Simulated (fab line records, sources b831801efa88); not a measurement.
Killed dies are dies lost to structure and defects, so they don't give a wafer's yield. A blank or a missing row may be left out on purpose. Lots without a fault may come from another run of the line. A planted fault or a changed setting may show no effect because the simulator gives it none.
A struck lot beside a sound one | flow sky130 | 15 steps out of a route of 708
Sound: wafers L753.2, L753.4, L753.6. Struck: wafer L768.3. (L768.5, L768.6 of the same lot were not struck and are left out.) The cause comes at the end.
At each step with rows: each side's tool, then ch and its chambers, then its first start. Under that, the readings that differ: sound wafers | struck wafers | difference of the means | sigmas: that difference in standard deviations of wafers without a fault.
alike: readings whose means differ by less than 2 such deviations, and words and numbers that are the same on both sides. not compared: withheld readings, readings that some wafer has no value for, bounds like >300 that may hide the same value, and numbers for which the record gives no deviation and whose values overlap.
The two part at a step that has a row with sigmas, a row that says differs or no value, or rows on one side only. Numbers that don't overlap but have no deviation are shown without sigmas and don't part them. A reading that every wafer of one side lacks parts them only if that side has two wafers or more.

first, 3 steps without rows for these wafers: SKY_METAL1_EXPOSE_12 (exposes mask MM1, target cd 140 nm); SKY_METAL1_PEB_13; SKY_METAL1_DEVELOP_14 (develop time 60 s).
SKY_METAL1_CD_MEAS_15: target cd 140 nm.
  sound on cd_sem-02, day 35 14:42; struck on cd_sem-02, day 39 22:22
  alike: cd_nm
SKY_METAL1_OVL_MEAS_16:
  sound on overlay-02, day 35 14:49; struck on overlay-02, day 39 22:28
  alike: METAL1_OVL
SKY_METAL1_DESCUM_17: chemistry O2, time 8 s.
  sound on rie_metal-04 ch 0,1, day 35 14:50; struck on rie_metal-02 ch 1, day 39 22:30
  alike: drypump_motor_current_A, oes_product_au, rf_fwd_power_W
  not compared: rf_hours_counter_h
SKY_METAL1_ETCH_18: etches BARC in N2/H2, stops on SiO2, time 44.24 s, target depth 60 nm.
  sound on rie_metal-04 ch 0,1, day 35 14:52; struck on rie_metal-02 ch 1, day 39 22:32
  alike: drypump_motor_current_A, n2_flow_sccm, oes_product_au, rf_fwd_power_W, throttle_valve_pct
  not compared: rf_hours_counter_h
SKY_METAL1_METAL_ETCH_19: etches the open film in Cl2/BCl3, stops on SiO2, target depth 360 nm, time 78 s.
  sound on rie_metal-04 ch 0,1, day 35 14:56; struck on rie_metal-02 ch 1, day 39 22:37
  alike: drypump_motor_current_A, oes_product_au, rf_fwd_power_W, throttle_valve_pct
  not compared: rf_hours_counter_h
SKY_METAL1_STRIP_20: strips in O2/N2.
  sound on plasma_asher-03 ch 0,1, day 35 15:01; struck on plasma_asher-03 ch 0, day 39 22:43
  alike: drypump_motor_current_A, n2_flow_sccm, oes_product_au, strip_time_to_endpoint_s
  not compared: rf_hours_counter_h
then, 3 steps without rows for these wafers: SKY_METAL1_STRIP_21 (strips in post etch residue remover, time 1200 s); SKY_METAL1_CLEAN_22 (cleans in IPA, time 180 s); SKY_METAL1_CLEAN_23 (cleans in O3/DIW).
SKY_VIA1_HDPCVD_00: deposits SiO2, target thk 1030 nm, time 171.7 s.
  sound on hdpcvd-01 ch 0,1,2, day 35 15:38; struck on hdpcvd-02 ch 1, day 39 23:16
  reading                                  | sound             | struck | difference | sigmas
  sih4_flow_sccm (sccm)                    | 60.23 59.86 59.66 | 50.88  | -9.04      | -43
  model.SiO2_of_VIA1_HDPCVD_00.thk_nm (nm) | 1025 1001 1043    | 875.2  | -147.8     |
SKY_VIA1_THK_MEAS_01:
  sound on film_metro-03, day 35 15:46; struck on film_metro-03, day 39 23:37
  reading              | sound          | struck | difference | sigmas
  VIA1_HDPCVD_THK (nm) | 1026 1001 1043 | 876    | -147       | -11
  not compared: hold
SKY_VIA1_CMP_02: polishes SiO2.
  sound on cmp-02 ch 1,3, day 35 15:52; struck on cmp-01 ch 3, day 40 04:56
  reading | sound | struck                   | difference                   | sigmas
  hold    | - - - | await_dispo/5.2h/release | no value on the sound wafers |
  alike: edge_zone_pressure_frac, motor_current_A

WHERE THEY PART
First at SKY_VIA1_HDPCVD_00; last, within this record, at SKY_VIA1_CMP_02.

WHY: what the simulator had put in
Process parameter drift: hdpcvd-02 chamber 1, from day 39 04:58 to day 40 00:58, at SKY_VIA1_HDPCVD_00. Setting sih4_flow_sccm, moved by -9, from 60. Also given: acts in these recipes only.
